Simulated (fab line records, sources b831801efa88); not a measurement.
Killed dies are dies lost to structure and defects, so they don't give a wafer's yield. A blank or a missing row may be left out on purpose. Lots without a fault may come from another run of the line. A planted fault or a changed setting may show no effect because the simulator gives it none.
One fault seen from 2 desks | flow sky130 | each desk has only its own numbers; what lay behind them comes last

THE TOOL OWNER'S DESK: pvd_sputter-03
The tool's own readings at SKY_METAL4_SPUTTER_02 (material AlCu, target thk 735 nm, time 39.1 s): means of the sampled wafers that have a number, for each lot that ran on this tool. A lot is out of limits, marked OUT, if its mean lies more than 4 standard deviations from the usual mean; the brackets give that distance.
Columns: A = throttle_valve_pct at SKY_METAL4_SPUTTER_02, usual 30.1 %
lot  | first seen here | A
L475 | day 40 07:25    | 30.6
L474 | day 40 11:44    | 30.0
L481 | day 42 12:05    | 29.9
L482 | day 43 04:34    | 30.2
L487 | day 44 05:47    | 29.5
This desk's finding: nothing out of limits on any of the 5 lots.

THE METROLOGY DESK
What the gauges read, lot by lot, whatever tool the lot ran on: means of the sampled wafers that have a number. A lot is out of limits, marked OUT, if its mean lies more than 4 standard deviations from the usual mean; the brackets give that distance.
Columns: A = cd_nm at SKY_LI_CONTACT_CD_MEAS_12, usual 170.4 nm; B = cd_nm at SKY_METAL1_CD_MEAS_15, usual 140.1 nm
lot  | first seen here | A     | B
L475 | day 29 15:08    | 167.9 | 139.1
L474 | day 29 18:42    | 171.5 | 142.1
L481 | day 32 05:26    | 169.9 | 139.5
L482 | day 33 03:07    | 168.4 | 140.9
L484 | day 33 09:02    | 172.5 | 140.8
L487 | day 34 08:09    | 169.2 | 139.5
L489 | day 34 14:31    | 169.4 | 138.3
L490 | day 34 20:49    | 174.0 | 141.7
L492 | day 35 04:43    | 169.6 | 138.8
L493 | day 35 09:01    | 171.8 | 138.5
L497 | day 36 10:31    | 173.2 | 142.0
This desk's finding: nothing out of limits on any of the 11 lots.

PUT TOGETHER
The tool owner's desk saw nothing out of limits.
The metrology desk saw nothing out of limits.

WHAT THE SIMULATOR HAD PUT IN
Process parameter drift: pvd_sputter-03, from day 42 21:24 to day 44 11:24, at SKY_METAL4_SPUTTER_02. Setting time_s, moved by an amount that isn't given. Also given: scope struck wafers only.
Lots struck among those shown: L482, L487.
